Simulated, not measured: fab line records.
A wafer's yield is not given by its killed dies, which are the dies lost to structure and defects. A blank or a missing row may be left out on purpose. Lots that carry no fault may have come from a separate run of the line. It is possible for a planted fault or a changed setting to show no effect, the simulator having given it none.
2 desks, one fault + flow gf180mcu + each desk has only its own numbers; what lay behind them comes last

== DESK OF THE TOOL OWNER: pvd_sputter-03 ==
The tool's own readings at GF_M1_SPUTTER_00 (material Ti, target thk 37.5 nm, time 150 s): means of the sampled wafers that have a number, for each lot that ran on this tool. A lot is out of limits, marked OUT, if its mean lies more than 4 standard deviations from the usual mean; the brackets give that distance.
Columns: A = cathode_dc_power_W at GF_M1_SPUTTER_00, usual 4000.0 W; B = chamber_pressure_pa at GF_M1_SPUTTER_00, usual 2.000 Pa; C = throttle_valve_pct at GF_M1_SPUTTER_00, usual 29.9 %
| lot  | first seen here | A                        | B     | C    |
|------|-----------------|--------------------------|-------|------|
| L853 | day 18 06:04    | 3999.7                   | 1.993 | 29.4 |
| L856 | day 19 14:01    | 4000.2                   | 2.004 | 29.6 |
| L857 | day 19 23:04    | 4000.2                   | 2.003 | 29.2 |
| L859 | day 20 15:05    | 4000.6                   | 1.995 | 28.8 |
| L863 | day 22 03:58    | 3617.6 (-99 or more) OUT | 2.003 | 29.3 |
| L864 | day 22 08:16    | 3617.9 (-99 or more) OUT | 2.004 | 30.0 |
This desk finds L863, L864 out of limits, L863 being first, at day 22 03:58 (cathode_dc_power_W at GF_M1_SPUTTER_00). L853, L856, L857, L859 stayed within limits.

== AT THE METROLOGY DESK ==
What the gauges read, lot by lot, whatever tool the lot ran on: means of the sampled wafers that have a number. A lot is out of limits, marked OUT, if its mean lies more than 4 standard deviations from the usual mean; the brackets give that distance.
Columns: A = cd_nm at GF_V1_CD_MEAS_14, usual 259.7 nm
| lot  | first seen here | A     |
|------|-----------------|-------|
| L847 | day 18 00:30    | 259.9 |
| L849 | day 18 19:50    | 260.1 |
| L851 | day 19 19:27    | 259.0 |
| L853 | day 20 07:38    | 257.8 |
| L856 | day 21 15:07    | 261.3 |
| L857 | day 22 00:14    | 260.6 |
| L858 | day 22 11:56    | 260.3 |
| L859 | day 22 15:55    | 259.4 |
| L862 | day 23 18:37    | 260.1 |
| L863 | day 24 03:23    | 262.0 |
| L864 | day 24 06:34    | 260.1 |
| L869 | day 25 18:19    | 260.5 |
Finding of this desk: none of the 12 lots has anything out of limits.

== TAKEN TOGETHER ==
At day 22 03:58, on L863, L864, the tool owner's desk was in a position to raise an alarm.
From the metrology desk's view, nothing was out of limits.
The metrology desk holds a record of L863, L864, inside its limits.
Of the lots named, all ran GF_M1_SPUTTER_00 on pvd_sputter-03.

== WHAT THE SIMULATOR HAD INSERTED ==
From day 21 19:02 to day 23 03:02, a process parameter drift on pvd_sputter-03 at GF_M1_SPUTTER_00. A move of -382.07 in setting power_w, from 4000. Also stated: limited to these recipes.
Lots struck among those shown: L863, L864.
How many hours passed from the start of the fault until each desk's first out-of-limits reading: the tool owner's desk, 9.
